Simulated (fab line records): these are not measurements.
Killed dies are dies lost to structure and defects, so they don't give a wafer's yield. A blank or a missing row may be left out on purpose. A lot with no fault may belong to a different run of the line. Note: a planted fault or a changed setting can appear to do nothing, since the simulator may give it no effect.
Which tool was responsible?    flow sky130    14 lots, 42 wafers sampled, at 2 steps of a route of 708

WHAT EACH GAUGE READ, for each wafer
SKY_METAL4_OVL_MEAS_14.
lot   measured      on          METAL4_OVL (nm)
L764  day 41 17:52  overlay-01  -5 0 -7
L766  day 42 08:07  overlay-02  0 -1 -4
L767  day 42 15:40  overlay-02  7 1 9
L768  day 43 00:16  overlay-01  4 -14 -1
L770  day 43 14:34  overlay-01  -1 -2 -2
L771  day 44 01:22  overlay-01  1 -5 -3
L772  day 44 05:34  overlay-02  -3 6 3
L773  day 44 10:08  overlay-01  -4 -6 -2
L775  day 45 01:37  overlay-01  -4 -8 -4
L778  day 45 17:49  overlay-01  -4 -5 -6
L781  day 46 13:19  overlay-01  7 -1 2
L782  day 46 13:58  overlay-01  -5 -1 4
L784  day 47 01:22  overlay-02  3 4 -3
L785  day 47 08:58  overlay-02  -3 -2 -9

EACH LOT AND THE TOOL THAT RAN IT (in order: tool; ch and the chambers of the sampled wafers; start)
lot   SKY_FIELD_ISO_OXIDATION_01
L764  furnace-01 ch 0, day 1 10:41
L766  furnace-01 ch 0, day 1 20:07
L767  furnace-01 ch 0, day 2 01:26
L768  furnace-01 ch 0, day 2 07:35
L770  furnace-01 ch 0, day 2 16:07
L771  furnace-02 ch 0, day 2 21:07
L772  furnace-01 ch 0, day 3 02:28
L773  furnace-01 ch 0, day 3 07:56
L775  furnace-01 ch 0, day 3 19:23
L778  furnace-01 ch 0, day 4 08:07
L781  furnace-02 ch 0, day 4 23:53
L782  furnace-02 ch 0, day 5 04:20
L784  furnace-01 ch 0, day 5 15:44
L785  furnace-01 ch 0, day 5 19:07
- SKY_FIELD_ISO_OXIDATION_01: stabilise 600 s, purge 300 s, target thk 12 nm.

WHAT THE TOOLS THEMSELVES READ (means of the sampled wafers that have a number; where no wafer has one, the mark that the record gives instead)
The record holds no such reading with a usual standard deviation.

THE ANSWER, worked out from the rows above alone
Rule: the lots themselves supply what counts as usual. The widest of any qualifying gaps counts: lots, ordered by their means at a reading, are off when they make up no more than a third of the lots, leave a main group of 4 or more, and stand apart from it by 3 or more times the standard deviation of that group's means. A main group whose means are all the same, to the digits that the tables above print for the reading, isn't used. A lot without any number at a reading at which 4 lots or more have one is off too. All remaining lots with rows at the step are treated as sound. Order of review: gauges by route order, followed by the tools' own readings, for which a lot's mean as printed above is used. The first step at which some lot is off is used, and at that step the reading that is off furthest; a lot without a number counts as furthest.
Across all readings shown, no lot is off: no conclusion can be drawn from this.

WHAT WAS PUT IN BY THE SIMULATOR
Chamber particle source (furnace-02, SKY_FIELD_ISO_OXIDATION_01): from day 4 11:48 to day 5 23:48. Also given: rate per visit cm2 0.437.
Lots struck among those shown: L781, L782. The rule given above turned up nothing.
